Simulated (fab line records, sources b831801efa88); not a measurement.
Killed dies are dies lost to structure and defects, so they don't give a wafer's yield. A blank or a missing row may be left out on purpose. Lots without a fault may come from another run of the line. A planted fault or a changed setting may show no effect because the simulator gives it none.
Chamber matching | flow sky130 | SKY_METAL3_ETCH_17 on rie_diel-03: 4 sister chambers
The step etches SiO2 in C4F8/O2/Ar, stops on TiN, time 3.9 s, target depth 15 nm. 7 wafers are shown with their chamber, then 8 later ones without.

WAFERS WITH THEIR CHAMBER
wafer  | chamber | chamber_pressure_mTorr (mTorr) | oes_product_au (a.u.)
L077.4 | 3       | 40.04                          | 0.760
L087.4 | 0       | 39.95                          | 0.755
L087.6 | 1       | 40.06                          | 0.762
L089.1 | 0       | 40.00                          | 0.752
L089.2 | 2       | 40.03                          | 0.748
L089.5 | 2       | 40.03                          | 0.757
L088.1 | 1       | 40.04                          | 0.751

WAFERS WITHOUT THEIR CHAMBER
wafer  | chamber_pressure_mTorr (mTorr) | oes_product_au (a.u.)
L088.3 | 40.03                          | 0.758
L088.5 | 39.97                          | 0.753
L092.1 | 40.01                          | 0.754
L092.3 | 40.02                          | 0.757
L092.4 | 40.03                          | 0.760
L095.3 | 39.97                          | 0.749
L095.5 | 39.96                          | 0.762
L095.6 | 40.02                          | 0.763

WHICH CHAMBER EACH WENT THROUGH
wafer  | from the rows above               | in truth
L088.3 | can't be placed: 3 or 2 or 1      | 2
L088.5 | 0                                 | 0
L092.1 | can't be placed: 2 or 0 or 3 or 1 | 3
L092.3 | can't be placed: 2 or 3 or 1 or 0 | 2
L092.4 | can't be placed: 3 or 1 or 2      | 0
L095.3 | 0                                 | 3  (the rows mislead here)
L095.5 | can't be placed: 0 or 2           | 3
L095.6 | can't be placed: 3 or 1 or 2 or 0 | 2
Placed correctly: 1 of 8. Can't be placed from these rows: 6 (the true chamber is among the candidates in 4). Placed wrongly: 1.
How it was worked out, from the rows above alone: a wafer's distance from a chamber is the root of the sum, over the readings, of the square of ((its reading less the chamber's mean) divided by the reading's scatter). The wafer belongs to the nearest chamber; if the next one is less than 2 further off, it can't be placed. A chamber's mean is the mean of its shown wafers. The scatter: the root of (the sum of the squares of (reading less its chamber's mean) over the shown wafers, divided by (wafers less chambers)).
